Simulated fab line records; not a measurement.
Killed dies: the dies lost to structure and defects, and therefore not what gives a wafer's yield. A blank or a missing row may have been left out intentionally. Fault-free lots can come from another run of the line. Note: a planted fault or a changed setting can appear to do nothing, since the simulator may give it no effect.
Problem report, 8D (eight disciplines) form, completed by code ; flow sky130 ; the parts of the form that need people (team, actions taken, sign-off) are left out

1. WHAT IS WRONG
Mean of killed_at_front_end at SKY_PAD_OPEN_PROBE_99: 414 across 6 wafers in 2 lots; on wafers with no fault it is 14 (standard deviation 4.2). That puts it +95 standard deviations away from the usual mean.
Earliest sighting: wafer L878.2 on prober-01 at day 49 02:42. The record has a number at this step for 12 wafers belonging to 4 lots. Rule for "out", or "out of limits": more than 4 standard deviations from the usual mean. All remaining wafers that have a number are taken as sound.

2. WHAT IT IS AND WHAT IT IS NOT
question;is;is not
which readings at this step;killed_at_front_end, killed_dies, killed_on_rim;killed_at_contacts, killed_at_other, killed_open
which lots;L877, L878;L872, L876
which wafers of those lots;all that have a number;-
read on which tools;prober-01, prober-02;-
when;from day 49 02:42;up to then (6 sound wafers)

3. THE SUSPECTS, EACH WITH WHAT RULES IT OUT
Counting: a tool at a process step up to the reading stays a suspect if it ran every lot that is out and no sound lot after the first of them.
- litho_track-02 at SKY_DNWELL_DEVELOP_06 (develop time 60 s): kept. It processed each lot that is out, first L877 at day 6 08:00, and no sound lot thereafter; up to then, the last sound lot it processed was L876 at day 6 03:00.
- pvd_sputter-03 at SKY_METAL2_SPUTTER_03 (material Ti, target thk 5 nm, time 3.3 s): kept. It processed each lot that is out, first L878 at day 38 12:20, and no sound lot thereafter; up to then, the last sound lot it processed was L872 at day 38 02:01.
- plasma_asher-04 at SKY_METAL2_STRIP_20 (strips in O2/N2): kept. It ran every lot that is out, first L878 (day 39 13:45), and no sound lot after that.
- cmp-02 at SKY_VIA3_CMP_02 (polishes SiO2): kept. It processed each lot that is out, first L878 at day 42 15:40, and no sound lot thereafter; up to then, the last sound lot it processed was L872 at day 42 09:47.
Left after counting: litho_track-02 at SKY_DNWELL_DEVELOP_06, pvd_sputter-03 at SKY_METAL2_SPUTTER_03, plasma_asher-04 at SKY_METAL2_STRIP_20, cmp-02 at SKY_VIA3_CMP_02.

4. THE CAUSE (what the simulator had put in)
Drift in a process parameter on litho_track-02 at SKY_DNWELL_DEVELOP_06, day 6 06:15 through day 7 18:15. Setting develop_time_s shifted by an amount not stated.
After counting, 4 suspects remain, this tool included.

5. SEQUENCE OF EFFECTS, ordered by route
Each row: a reading whose mean over the struck wafers that have a number lies more than 3 standard deviations from the usual. Only readings whose record carries a usual standard deviation are examined. hours: median over the lots of the time between each lot's start at the first step of this table that gives one and its start at this step. sigmas: the change, counted in usual standard deviations.
hours;step;reading;usual;on struck wafers;change;sigmas
0;SKY_PAD_OPEN_PROBE_99;killed_at_front_end;14;414;+400;+95
0;SKY_PAD_OPEN_PROBE_99;killed_dies;84;492;+408;+43
0;SKY_PAD_OPEN_PROBE_99;killed_on_rim;16;96;+80;+24
Process steps it contains:
- SKY_PAD_OPEN_PROBE_99

6. WHAT WOULD HAVE CAUGHT IT SOONER
In this record the first reading out of limits was taken at day 49 02:42, 1028 hours after the fault began at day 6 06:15.
Tool readings at SKY_DNWELL_DEVELOP_06 with a usual standard deviation given in the record: none out on any struck wafer, hence no alarm at a limit of 4 standard deviations on them.
All the lots that are out (2) had begun SKY_DNWELL_DEVELOP_06 on litho_track-02 by day 49 02:42. Tool hold at that time: it would have spared none of them.
